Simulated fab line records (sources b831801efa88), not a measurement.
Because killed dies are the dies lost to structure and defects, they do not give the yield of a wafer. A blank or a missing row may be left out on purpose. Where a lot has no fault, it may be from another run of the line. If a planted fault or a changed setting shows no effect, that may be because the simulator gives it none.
Tool commonality check + flow sky130 + Sample size 13 lots and 39 wafers

WHY THIS WAS OPENED
Of 13 lots, 2 have the reading VT_ADJUST_LVTN_TW flagged at SKY_VT_ADJUST_LVTN_TW_MEAS_10. No-fault wafers: 241.8, standard deviation 2.9.
Rule: a lot is flagged in two cases, either no wafer of it has a number, or all its wafers with numbers fall more than 4 standard deviations from that mean. All remaining lots are regarded as sound.

| lot  | measured     | on            | VT_ADJUST_LVTN_TW, wafer by wafer | flag    |
|------|--------------|---------------|-----------------------------------|---------|
| L291 | day 7 16:06  | film_metro-02 | 238.1 240.0 238.6                 |         |
| L290 | day 7 17:25  | film_metro-01 | 245.2 245.0 246.0                 |         |
| L294 | day 8 06:22  | film_metro-03 | 243.8 243.9 243.9                 |         |
| L296 | day 8 10:55  | film_metro-01 | 245.1 244.9 244.2                 |         |
| L295 | day 8 12:43  | film_metro-03 | 242.1 243.0 242.9                 |         |
| L298 | day 9 04:09  | film_metro-01 | 244.7 244.3 244.0                 |         |
| L302 | day 10 04:11 | film_metro-01 | 244.9 245.7 244.8                 |         |
| L303 | day 10 10:16 | film_metro-02 | 224.5 225.2 225.5                 | FLAGGED |
| L304 | day 10 16:31 | film_metro-02 | 225.4 225.3 226.4                 | FLAGGED |
| L308 | day 11 20:07 | film_metro-03 | 242.5 243.1 242.1                 |         |
| L310 | day 12 12:20 | film_metro-03 | 244.3 242.3 243.5                 |         |
| L311 | day 12 19:18 | film_metro-01 | 245.5 244.2 245.7                 |         |
| L313 | day 13 15:02 | film_metro-02 | 239.7 238.7 240.1                 |         |
The mean of the flagged lots' numbers is 225.4, -16.4 from the usual (-6 standard deviations).

LOT BY LOT: THE TOOL USED
The record holds 1 process step before the reading, out of a route of 708 steps. Each cell gives the tool, then ch followed by the chambers the sampled wafers passed through, then the start.
| lot  | flag    | SKY_VT_ADJUST_LVTN_IMPLANT_08   |
|------|---------|---------------------------------|
| L291 |         | implanter-02 ch 0, day 7 15:51  |
| L290 |         | implanter-03 ch 0, day 7 17:12  |
| L294 |         | implanter-03 ch 0, day 8 06:08  |
| L296 |         | implanter-04 ch 0, day 8 10:40  |
| L295 |         | implanter-02 ch 0, day 8 12:28  |
| L298 |         | implanter-03 ch 0, day 9 03:54  |
| L302 |         | implanter-02 ch 0, day 10 03:58 |
| L303 | FLAGGED | implanter-03 ch 0, day 10 10:02 |
| L304 | FLAGGED | implanter-03 ch 0, day 10 16:17 |
| L308 |         | implanter-02 ch 0, day 11 19:48 |
| L310 |         | implanter-04 ch 0, day 12 12:08 |
| L311 |         | implanter-04 ch 0, day 12 19:03 |
| L313 |         | implanter-02 ch 0, day 13 14:48 |
These steps, and what they do:
- SKY_VT_ADJUST_LVTN_IMPLANT_08
- SKY_VT_ADJUST_LVTN_TW_MEAS_10

FLAGGED OVER TOTAL, TOOL BY TOOL (the gauges that took the reading come last)
| step                          | tool          | lots run | flagged | share of the flagged lots | sound lots run after its first flagged lot |
|-------------------------------|---------------|----------|---------|---------------------------|--------------------------------------------|
| SKY_VT_ADJUST_LVTN_IMPLANT_08 | implanter-02  | 5        | 0       | none                      | -                                          |
| SKY_VT_ADJUST_LVTN_IMPLANT_08 | implanter-03  | 5        | 2       | all                       | 0                                          |
| SKY_VT_ADJUST_LVTN_IMPLANT_08 | implanter-04  | 3        | 0       | none                      | -                                          |
| SKY_VT_ADJUST_LVTN_TW_MEAS_10 | film_metro-01 | 5        | 0       | none                      | -                                          |
| SKY_VT_ADJUST_LVTN_TW_MEAS_10 | film_metro-02 | 4        | 2       | all                       | 1 (L313)                                   |
| SKY_VT_ADJUST_LVTN_TW_MEAS_10 | film_metro-03 | 4        | 0       | none                      | -                                          |

THE TABLE: WHAT IT ALLOWS
Every flagged lot went through 2 rows of the table: implanter-03 at SKY_VT_ADJUST_LVTN_IMPLANT_08 and film_metro-02 at SKY_VT_ADJUST_LVTN_TW_MEAS_10.
- implanter-03 at SKY_VT_ADJUST_LVTN_IMPLANT_08 ran 5 lots, 2 of them flagged. Its last sound lot is L298 (day 9 03:54), its first flagged lot L303 (day 10 10:02): a fault that began between those two fits.
- film_metro-02 at SKY_VT_ADJUST_LVTN_TW_MEAS_10 ran 4 lots, 2 of them flagged. Sound lots ran on it after the first flagged one (L313), which a lasting fault on the whole tool wouldn't allow.
implanter-03 at SKY_VT_ADJUST_LVTN_IMPLANT_08 is the single tool remaining.

WHAT WAS PUT IN BY THE SIMULATOR
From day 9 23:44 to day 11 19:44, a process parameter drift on implanter-03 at SKY_VT_ADJUST_LVTN_IMPLANT_08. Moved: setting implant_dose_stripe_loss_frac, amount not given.
Shown lots that were struck: L303, L304. The same result came from the rule above.
